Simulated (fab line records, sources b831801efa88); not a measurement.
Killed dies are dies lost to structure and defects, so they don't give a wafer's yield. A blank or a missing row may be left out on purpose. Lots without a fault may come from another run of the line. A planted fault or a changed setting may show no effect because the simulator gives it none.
Chamber matching | flow gf180mcu | GF_PASSIVATION_ETCH_11 on rie_diel-04: 4 sister chambers
The step etches the open film in CF4/O2, stops on TiN, target depth 1800 nm, time 400 s. 22 wafers are shown with their chamber, then 11 later ones without.

WAFERS WITH THEIR CHAMBER
wafer  | chamber | drypump_motor_current_A (A) | throttle_valve_pct (%) | rf_fwd_power_W (W)
L078.2 | 2       | 5.40                        | 5.961                  | 797.4
L078.3 | 0       | 6.19                        | 5.957                  | 798.7
L078.6 | 2       | 5.42                        | 5.956                  | 795.3
L081.1 | 0       | 6.20                        | 5.948                  | 801.6
L081.3 | 1       | 5.84                        | 5.967                  | 802.4
L081.5 | 3       | 5.97                        | 5.974                  | 795.4
L082.1 | 3       | 5.96                        | 5.964                  | 797.1
L082.2 | 2       | 5.40                        | 5.957                  | 798.7
L082.6 | 1       | 5.84                        | 5.962                  | 797.4
L083.2 | 3       | 5.95                        | 5.967                  | 796.8
L083.4 | 0       | 6.21                        | 5.976                  | 803.4
L083.5 | 1       | 5.81                        | 5.958                  | 797.3
L084.3 | 3       | 5.97                        | 5.953                  | 806.1
L084.4 | 2       | 5.41                        | 5.956                  | 797.2
L084.6 | 1       | 5.83                        | 5.975                  | 797.8
L086.1 | 0       | 6.18                        | 5.961                  | 799.5
L086.3 | 1       | 5.85                        | 5.967                  | 802.4
L086.4 | 2       | 5.42                        | 5.961                  | 800.5
L089.2 | 2       | 5.40                        | 5.959                  | 798.0
L089.4 | 3       | 5.94                        | 5.967                  | 798.0
L089.6 | 0       | 6.20                        | 5.950                  | 802.2
L091.1 | 0       | 6.20                        | 5.949                  | 804.7

SIGNATURES (means of the wafers above)
reading                 | chamber 0 | chamber 1 | chamber 2 | chamber 3 | scatter within a chamber
drypump_motor_current_A | 6.1967    | 5.8340    | 5.4083    | 5.9580    | 0.0121
throttle_valve_pct      | 5.95683   | 5.96580   | 5.95833   | 5.96500   | 0.00743
rf_fwd_power_W          | 801.683   | 799.460   | 797.850   | 798.680   | 2.81
Rule: a wafer's distance from a chamber is the root of the sum, over the readings, of the square of ((its reading less the chamber's mean) divided by the reading's scatter). The wafer belongs to the nearest chamber; if the next one is less than 2 further off, it can't be placed. The scatter: the root of (the sum of the squares of (reading less its chamber's mean) over the shown wafers, divided by (wafers less chambers)).

WAFERS WITHOUT THEIR CHAMBER
wafer  | drypump_motor_current_A (A) | throttle_valve_pct (%) | rf_fwd_power_W (W)
L091.2 | 5.96                        | 5.943                  | 801.8
L091.4 | 5.96                        | 5.969                  | 799.7
L095.2 | 5.97                        | 5.962                  | 806.1
L095.4 | 5.40                        | 5.975                  | 799.5
L095.6 | 5.37                        | 5.959                  | 800.0
L096.3 | 5.43                        | 5.968                  | 799.5
L096.4 | 6.21                        | 5.956                  | 799.6
L096.5 | 5.45                        | 5.957                  | 800.3
L097.1 | 5.42                        | 5.968                  | 798.4
L097.4 | 6.18                        | 5.971                  | 798.9
L097.5 | 5.42                        | 5.971                  | 798.8

WHICH CHAMBER EACH WENT THROUGH
wafer  | from the rows above | in truth
L091.2 | 3                   | 3
L091.4 | 3                   | 3
L095.2 | 3                   | 3
L095.4 | 2                   | 2
L095.6 | 2                   | 2
L096.3 | 2                   | 2
L096.4 | 0                   | 0
L096.5 | 2                   | 2
L097.1 | 2                   | 2
L097.4 | 0                   | 0
L097.5 | 2                   | 2
Placed correctly: 11 of 11. Can't be placed from these rows: 0. Placed wrongly: 0.
